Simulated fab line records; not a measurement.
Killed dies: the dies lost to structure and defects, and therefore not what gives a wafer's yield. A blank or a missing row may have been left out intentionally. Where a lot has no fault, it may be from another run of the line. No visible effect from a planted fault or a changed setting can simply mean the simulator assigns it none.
Which tool did it?    flow sky130    6 lots with 18 wafers sampled at 2 steps, on a route of 708 steps

== WHAT THE GAUGES READ, wafer by wafer ==
SKY_VT_ADJUST_LVTN_TW_MEAS_10.
lot   measured      on            VT_ADJUST_LVTN_TW
L887  day 7 14:05   filmMetro-04  239.0 237.7 238.5
L895  day 9 23:57   filmMetro-03  240.0 240.4 239.2
L899  day 10 23:07  filmMetro-03  240.4 241.1 239.4
L904  day 11 23:49  filmMetro-03  272.9 272.4 273.0
L906  day 12 15:11  filmMetro-03  275.9 276.0 275.5
L908  day 13 08:22  filmMetro-04  238.5 238.6 239.6

== WHICH TOOL RAN EACH LOT (tool, then ch and the chambers of the sampled wafers, then the start) ==
lot   SKY_VT_ADJUST_LVTN_IMPLANT_08
L887  implanter-04 ch 0, day 7 13:50
L895  implanter-01 ch 0, day 9 23:42
L899  implanter-02 ch 0, day 10 22:52
L904  implanter-02 ch 0, day 11 23:34
L906  implanter-02 ch 0, day 12 14:58
L908  implanter-04 ch 0, day 13 08:08
- SKY_VT_ADJUST_LVTN_IMPLANT_08

== THE ANSWER, worked out from the rows above alone ==
Rule: what is usual is taken from the lots themselves. The widest of any qualifying gaps counts: lots, ordered by their means at a reading, are off when they make up no more than a third of the lots, leave a main group of 4 or more, and stand apart from it by 3 or more times the standard deviation of that group's means. Not used: any main group whose means are identical at the precision the tables above print for the reading. A lot without any number at a reading at which 4 lots or more have one is off too. All remaining lots with rows at the step are treated as sound.
Off: L904, L906, at SKY_VT_ADJUST_LVTN_TW_MEAS_10 (VT_ADJUST_LVTN_TW). Main group: mean 239.4, sd 0.75.
A tool fits if, at a process step before that reading, it ran every lot that is off, and no sound lot after the first of them. The gauges at SKY_VT_ADJUST_LVTN_TW_MEAS_10 are tried like those tools. Can't be told from this: 2 tools fit, implanter-02 at SKY_VT_ADJUST_LVTN_IMPLANT_08, filmMetro-03 at SKY_VT_ADJUST_LVTN_TW_MEAS_10.

== WHAT WAS PUT IN BY THE SIMULATOR ==
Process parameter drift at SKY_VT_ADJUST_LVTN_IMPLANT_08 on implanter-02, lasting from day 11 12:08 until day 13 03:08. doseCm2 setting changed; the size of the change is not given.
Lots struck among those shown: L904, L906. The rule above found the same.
